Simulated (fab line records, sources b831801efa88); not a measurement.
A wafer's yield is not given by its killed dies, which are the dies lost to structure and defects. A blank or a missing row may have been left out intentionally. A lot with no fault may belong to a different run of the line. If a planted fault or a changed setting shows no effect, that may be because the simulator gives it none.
Which tool is to blame?	flow sky130	11 lots with 33 wafers sampled at 5 steps, on a route of 708 steps

WHAT EACH GAUGE READ, for each wafer
SKY_VT_ADJUST_HVTR_CD_MEAS_07: target cd 380 nm. Usual: cd_nm at 379.9 nm, with a standard deviation of 2.1.
lot	measured	on	cd_nm (nm)	flag
L417	day 9 16:23	cd_sem-02	379.3 379.5 379.1	
L419	day 10 09:25	cd_sem-02	381.0 382.0 379.2	
L420	day 10 13:21	cd_sem-02	381.7 383.4 381.9	
L422	day 11 10:56	cd_sem-01	380.5 383.4 381.7	
L424	day 12 01:02	cd_sem-01	378.9 378.1 379.6	
L426	day 12 12:01	cd_sem-01	377.4 375.6 376.5	
L427	day 12 20:39	cd_sem-01	379.3 377.9 377.7	
L436	day 15 13:07	cd_sem-02	381.4 379.3 382.7	
L437	day 16 00:28	cd_sem-01	384.7 380.7 380.7	
L438	day 16 14:10	cd_sem-01	380.9 379.7 379.4	
L439	day 16 22:15	cd_sem-02	383.0 381.2 382.4	

SKY_GATE_OXIDE_THK_MEAS_02. Usual: GATE_OXIDE_OXIDATION_00_THK gives 10.32 nm (standard deviation 0.21).
lot	measured	on	GATE_OXIDE_OXIDATION_00_THK (nm)	flag
L417	day 13 05:03	film_metro-03	10.33 10.26 10.24	
L419	day 13 18:30	film_metro-03	10.22 10.21 10.32	
L420	day 13 23:08	film_metro-02	10.14 10.10 9.87	
L422	day 15 02:55	film_metro-04	10.57 10.63 10.49	
L424	day 15 16:16	film_metro-03	10.23 10.16 10.24	
L426	day 16 05:10	film_metro-02	15.99 15.77 15.78	OFF
L427	day 16 13:49	film_metro-03	16.21 16.32 16.21	OFF
L436	day 19 12:53	film_metro-04	10.04 10.10 10.06	
L437	day 20 00:26	film_metro-04	10.73 10.55 10.63	
L438	day 20 15:27	film_metro-04	10.30 10.22 10.18	
L439	day 20 23:01	film_metro-02	10.37 10.58 10.70	

SKY_GATE_OXIDE_OVL_MEAS_10. Usual: GATE_OXIDE_OVL gives 0.7 nm (standard deviation 1.3).
lot	measured	on	GATE_OXIDE_OVL (nm)	flag
L417	day 14 06:29	overlay-02	-0.3 0.9 0.7	
L419	day 14 20:47	overlay-01	0.3 -0.1 -1.2	
L420	day 15 01:29	overlay-02	-1.3 -0.2 -1.2	
L422	day 16 06:40	overlay-02	2.3 -1.5 -0.3	
L424	day 16 19:22	overlay-01	2.3 0.8 0.2	
L426	day 17 09:37	overlay-02	1.7 1.6 0.2	
L427	day 17 18:10	overlay-01	0.9 2.0 3.9	
L436	day 20 19:35	overlay-02	-0.7 1.6 1.4	
L437	day 21 07:43	overlay-01	0.8 0.7 0.3	
L438	day 21 21:13	overlay-01	2.8 1.6 3.1	
L439	day 22 05:47	overlay-01	-0.4 0.2 0.4	

WHAT TOOL EACH LOT RAN ON (gives the tool, then ch and the chambers of the sampled wafers, and finally the start)
lot	SKY_VT_ADJUST_PCH_STRIP_09	SKY_GATE_OXIDE_OXIDATION_01
L417	plasma_asher-04 ch 0,1, day 10 15:28	furnace-02 ch 0, day 13 03:38
L419	plasma_asher-04 ch 0,1, day 11 09:21	furnace-02 ch 0, day 13 17:04
L420	plasma_asher-04 ch 0,1, day 11 13:14	furnace-01 ch 0, day 13 21:42
L422	plasma_asher-02 ch 0, day 12 10:48	furnace-02 ch 0, day 15 01:31
L424	plasma_asher-02 ch 0,1, day 13 02:12	furnace-01 ch 0, day 15 14:52
L426	plasma_asher-02 ch 0,1, day 13 14:04	furnace-01 ch 0, day 16 03:46
L427	plasma_asher-02 ch 0,1, day 13 22:54	furnace-01 ch 0, day 16 12:23
L436	plasma_asher-04 ch 0,1, day 16 17:13	furnace-01 ch 0, day 19 11:28
L437	plasma_asher-02 ch 0,1, day 17 05:32	furnace-01 ch 0, day 19 22:58
L438	plasma_asher-04 ch 0, day 17 20:05	furnace-02 ch 0, day 20 14:02
L439	plasma_asher-01 ch 0,1, day 18 02:36	furnace-01 ch 0, day 20 21:35
- SKY_VT_ADJUST_PCH_STRIP_09: strips in O2/N2.
- SKY_GATE_OXIDE_OXIDATION_01: stabilise 600 s, purge 300 s, target thk 10.268 nm.

WHAT THE TOOLS THEMSELVES READ (means of the sampled wafers that have a number; where no wafer has one, the mark that the record gives instead)
SKY_VT_ADJUST_PCH_STRIP_09. Usual: drypump_motor_current_A 5.4 A, standard deviation 0.69; oes_product_au 0.722 a.u., standard deviation 0.0042; strip_time_to_endpoint_s 36.92 s, standard deviation 0.14.
lot	tool	drypump_motor_current_A (A)	oes_product_au (a.u.)	strip_time_to_endpoint_s (s)	flag
L417	plasma_asher-04	5.8	0.723	36.84	
L419	plasma_asher-04	5.8	0.721	36.83	
L420	plasma_asher-04	5.2	0.717	37.03	
L422	plasma_asher-02	4.8	0.720	36.70	
L424	plasma_asher-02	4.9	0.722	36.95	
L426	plasma_asher-02	5.0	0.719	37.07	
L427	plasma_asher-02	5.0	0.725	37.25	
L436	plasma_asher-04	5.8	0.720	36.90	
L437	plasma_asher-02	5.0	0.720	36.97	
L438	plasma_asher-04	6.3	0.724	37.11	
L439	plasma_asher-01	6.4	0.719	36.91	

SKY_GATE_OXIDE_OXIDATION_01. Usual: spike_tc_bottom_C 918.2 C, standard deviation 1.5; spike_tc_centre_C 899.5 C, standard deviation 2.4; spike_tc_lower_C 900.3 C, standard deviation 1.2; spike_tc_top_C 906.0 C, standard deviation 2.9; spike_tc_upper_C 900.4 C, standard deviation 1.5; tube_center_temp_C 899.99 C, standard deviation 0.083; tube_center_temp_C_max 902.3, standard deviation 0.41; zone_power_centre_pct 19.1 %, standard deviation 1; zone_power_lower_pct 18.77 %, standard deviation 0.2; zone_power_top_pct 35.9 %, standard deviation 1.5; zone_power_upper_pct 18.5 %, standard deviation 0.53.
lot	tool	spike_tc_bottom_C (C)	spike_tc_centre_C (C)	spike_tc_lower_C (C)	spike_tc_top_C (C)	spike_tc_upper_C (C)	tube_center_temp_C (C)	tube_center_temp_C_max	zone_power_centre_pct (%)	zone_power_lower_pct (%)	zone_power_top_pct (%)	zone_power_upper_pct (%)	flag
L417	furnace-02	918.3	901.9	901.1	908.2	898.0	899.98	901.9	18.0	18.83	34.4	17.9	
L419	furnace-02	919.9	901.2	900.8	910.1	899.0	900.05	902.2	18.3	18.70	34.5	18.0	
L420	furnace-01	917.3	897.3	900.3	903.2	900.9	900.03	902.3	20.1	18.79	37.0	19.0	
L422	furnace-02	919.8	901.9	901.8	908.6	899.9	900.04	902.6	18.0	18.57	34.3	18.1	
L424	furnace-01	917.3	897.7	899.9	903.5	900.7	899.86	902.1	20.0	18.99	37.4	19.0	
L426	furnace-01	960.1	939.3	942.0	945.3	942.8	942.46	944.7	22.6	20.93	40.5	21.3	OFF
L427	furnace-01	959.6	939.4	941.7	945.8	944.2	942.49	944.7	22.4	20.91	40.6	21.2	OFF
L436	furnace-01	917.4	896.6	899.6	902.8	901.7	899.93	902.4	19.9	18.77	37.4	19.1	
L437	furnace-01	917.0	896.9	899.1	902.9	900.9	900.02	902.2	20.2	18.84	37.4	19.0	
L438	furnace-02	919.2	902.2	901.4	907.9	899.4	900.03	902.3	18.0	18.71	34.4	18.3	
L439	furnace-01	917.1	897.6	899.8	903.4	901.2	900.03	902.5	20.0	18.69	37.5	19.1	

THE ANSWER, worked out from the rows above alone
Rule: a lot counts as off when the mean over its wafers that have a number is more than 3 standard deviations away from the usual mean. A lot without any number at a reading at which 4 lots or more have one is off too. Where the step has rows for the other lots, those lots are counted as sound. After the gauges, taken in route order, come the tools' own readings; for these a lot's mean is taken, as printed above. At the first step where some lot is off, the reading lying furthest off is the one used; lots without a number count as furthest.
Off: L426, L427, seen at SKY_GATE_OXIDE_THK_MEAS_02 (GATE_OXIDE_OXIDATION_00_THK).
A tool fits if, at a process step before that reading, it ran every lot that is off, and no sound lot after the first of them. The gauges at SKY_GATE_OXIDE_THK_MEAS_02 aren't tried: what is off there is off at SKY_GATE_OXIDE_OXIDATION_01 too, on other tools, and a gauge's error can't cause that. No candidate that was tried fits.

WHAT WAS PUT IN BY THE SIMULATOR
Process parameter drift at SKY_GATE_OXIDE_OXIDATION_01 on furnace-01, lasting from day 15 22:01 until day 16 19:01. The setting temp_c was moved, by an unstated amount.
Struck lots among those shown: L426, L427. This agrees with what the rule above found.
